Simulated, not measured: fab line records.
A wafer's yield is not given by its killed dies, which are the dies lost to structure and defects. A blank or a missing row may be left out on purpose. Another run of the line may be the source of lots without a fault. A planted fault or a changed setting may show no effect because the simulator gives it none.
Comparing a struck lot with a sound one | flow sky130 | 30 steps out of a route of 708
Sound: these wafers, L291.1, L291.2, L291.4. Struck: wafers L301.1, L301.2, L301.4. At the end, the cause is stated.
Order at every step that has rows: each side's tool, ch and its chambers, its first start. Under that, the readings that differ: sound wafers | struck wafers | difference of the means | sigmas: that difference in standard deviations of wafers without a fault.
alike: words and numbers the same on both sides, and readings whose means are apart by under 2 such deviations; not compared: readings that were withheld, readings missing a value for some wafer, numbers with overlapping values and no deviation given by the record, and bounds like >300 which may hide the same value.
The two part at a step that has a row with sigmas, a row that says differs or no value, or rows on one side only. Non-overlapping numbers with no deviation appear without sigmas and do not part them. Lack of a reading on every wafer of one side parts them only where that side has two or more wafers.

first, 5 steps without rows for these wafers: SKY_SONOS_ONO_COAT_08 (resist thk 1140 nm); SKY_SONOS_ONO_SOFTBAKE_09 (time 60 s); SKY_SONOS_ONO_EXPOSE_10 (exposes mask ONOM, target cd 410 nm); SKY_SONOS_ONO_PEB_11; SKY_SONOS_ONO_DEVELOP_12 (develop time 60 s).
SKY_SONOS_ONO_CD_MEAS_13 targets a cd of 410 nm.
  sound on cd-sem-01, day 14 02:59; struck on cd-sem-01, day 18 15:41
  reading    | sound             | struck            | difference | sigmas
  cd-nm (nm) | 406.3 407.3 406.0 | 413.6 411.6 412.0 | +5.9       | +2
SKY_SONOS_ONO_OVL_MEAS_14:
  sound on overlay-02, day 14 03:07; struck on overlay-02, day 18 15:49
  alike: SONOS_ONO_OVL
SKY_SONOS_ONO_ETCH_15: etches the open film in CHF3/O2, target depth 19.52 nm, time 7.8 s.
  sound on rie-diel-04 ch 0,1,2, day 14 03:09; struck on rie-diel-03 ch 0,1,3, day 18 15:51
  alike: drypump-motor-current-A, oes-product-au, throttle-valve-pct
  not compared: rf-hours-counter-h
then, 1 step without rows for these wafers: SKY_SONOS_ONO_WET_ETCH_16 (etches SiO2 in dHF, target depth 14 nm, time 280 s).
SKY_SONOS_ONO_STRIP_17: strips in O2/N2.
  sound on plasma-asher-02 ch 0,1, day 14 03:15; struck on plasma-asher-01 ch 0,1, day 18 15:57
  reading                      | sound             | struck            | difference | sigmas
  strip-time-to-endpoint-s (s) | 14.05 14.06 14.03 | 14.19 14.14 14.16 | +0.12      | +3
  alike: drypump-motor-current-A, oes-product-au
  not compared: rf-hours-counter-h
then, 2 steps without rows for these wafers: SKY_SONOS_ONO_WET_ETCH_18 (etches Si3N4 in H3PO4, target depth 15 nm, time 172 s); SKY_GATE_OXIDE_CLEAN_00 (cleans in SC1/SC2, time 150 s).
SKY_GATE_OXIDE_OXIDATION_01: stabilise 600 s, purge 300 s, target thk 10.268 nm.
  sound on furnace-01 ch 0, day 14 03:40; struck on furnace-02 ch 0, day 18 16:44
  reading                                           | sound             | struck               | difference | sigmas
  ox-time-s (s)                                     | 1473 1473 1473    | 1973.8 1973.8 1973.8 | +500.8     |
  model.SiO2_of_GATE_OXIDE_OXIDATION_01.thk-nm (nm) | 10.61 10.48 10.44 | 12.42 12.59 12.51    | +2.00      |
  alike: spike-tc-centre-C, zone-power-centre-pct
SKY_GATE_OXIDE_THK_MEAS_02:
  sound on film-metro-03, day 14 05:05; struck on film-metro-03, day 18 18:08
  reading                          | sound             | struck            | difference | sigmas
  GATE_OXIDE_OXIDATION_00_THK (nm) | 10.61 10.53 10.42 | 12.42 12.56 12.53 | +1.98      | +10
then, 7 steps without rows for these wafers: SKY_GATE_OXIDE_DEHYDRATE_03 (time 60 s); SKY_GATE_OXIDE_HMDS_04 (prime time 60 s); SKY_GATE_OXIDE_COAT_05 (resist thk 1140 nm); SKY_GATE_OXIDE_SOFTBAKE_06 (time 60 s); SKY_GATE_OXIDE_EXPOSE_07 (exposes mask LVOM, target cd 600 nm); SKY_GATE_OXIDE_PEB_08; SKY_GATE_OXIDE_DEVELOP_09 (develop time 60 s).
SKY_GATE_OXIDE_OVL_MEAS_10:
  sound on overlay-01, day 15 07:11; struck on overlay-02, day 20 00:47
  alike: GATE_OXIDE_OVL
then, 2 steps without rows for these wafers: SKY_GATE_OXIDE_IMPLANT_11; SKY_GATE_OXIDE_WET_ETCH_12 (etches SiO2 in dHF, target depth 16.8 nm, time 336 s).
SKY_GATE_OXIDE_STRIP_13: strips in O2/N2.
  sound on plasma-asher-01 ch 0,1, day 15 07:36; struck on plasma-asher-02 ch 0,1, day 20 01:05
  alike: drypump-motor-current-A, oes-product-au, strip-time-to-endpoint-s
  not compared: rf-hours-counter-h
SKY_GATE_OXIDE_TW_MEAS_14:
  sound on film-metro-04, day 15 07:42; struck on film-metro-03, day 20 01:11
  reading       | sound             | struck            | difference | sigmas
  GATE_OXIDE_TW | 220.2 219.1 220.5 | 226.2 227.3 227.0 | +6.9       | +2
then, 1 step without rows for these wafers: SKY_GATE_OXIDE_CLEAN_15 (cleans in SC1/SC2, time 150 s).
SKY_GATE_OXIDE_OXIDATION_16: stabilise 600 s, purge 300 s, target thk 3.57 nm.
  sound on furnace-01 ch 0, day 15 07:49; struck on furnace-01 ch 0, day 20 01:53
  reading                                           | sound             | struck            | difference | sigmas
  model.SiO2_of_GATE_OXIDE_OXIDATION_01.thk-nm (nm) | 11.96 11.85 11.84 | 13.66 13.83 13.76 | +1.87      |
  alike: ox-time-s, spike-tc-centre-C, zone-power-centre-pct
then, 1 step without rows for these wafers: SKY_POLY_GATE_CVD_00 (deposits poly-Si, target thk 180 nm, time 720 s).
-- here the record skips 30 days between the struck wafers' starts before and after, leaving off in module POLY_GATE and picking up in module PAD_OPEN (first step shown: number 708 of the route) --
SKY_PAD_OPEN_PROBE_99:
  sound on prober-01, day 46 19:04; struck on prober-01, day 49 22:10
  reading                                | sound                         | struck                        | difference | sigmas
  model.etest.nfet_16v.r-on-ohm-um       | 1.437e+04 1.427e+04 1.425e+04 | 1.567e+04 1.568e+04 1.572e+04 | +1.393e+03 |
  model.etest.pfet_16v.r-on-ohm-um       | 1.559e+04 1.525e+04 1.552e+04 | 1.659e+04 1.618e+04 1.614e+04 | +8.500e+02 |
  model.etest.tip-sonos.rs-ohm-sq        | 2661 2637 2652                | 3262 3308 3300                | +640       |
  model.etest.pfet-g5v0d10v5.r-on-ohm-um | 4826 4800 4796                | 5208 5077 5112                | +325       |
  model.etest.nfet-g5v0d10v5.r-on-ohm-um | 1950 1930 1932                | 2083 2092 2072                | +145       |
  model.etest.nfet-g5v0d10v5.drive-ua-um | 582.3 591.1 587               | 513.4 511.2 510.2             | -75.2      |
  model.etest.nfet_05v0_nvt.drive-ua-um  | 556.4 563.1 562.4             | 495.8 490.6 495               | -66.8      |
  model.etest.pfet-g5v0d10v5.drive-ua-um | 336.3 336.9 335.8             | 300.6 308.9 303.5             | -32.0      |
  alike: killed_at_M0_to_M3, killed_at_M4_up, killed-at-contacts, killed-at-front-end, killed-at-other, killed-dies, killed-open, killed-short

## WHERE THEY PART
First at SKY_SONOS_ONO_CD_MEAS_13; last, within this record, at SKY_GATE_OXIDE_TW_MEAS_14. Later steps at which nothing parts them and some readings are alike: SKY_GATE_OXIDE_OXIDATION_16, SKY_PAD_OPEN_PROBE_99.

WHY: whatever the simulator had introduced
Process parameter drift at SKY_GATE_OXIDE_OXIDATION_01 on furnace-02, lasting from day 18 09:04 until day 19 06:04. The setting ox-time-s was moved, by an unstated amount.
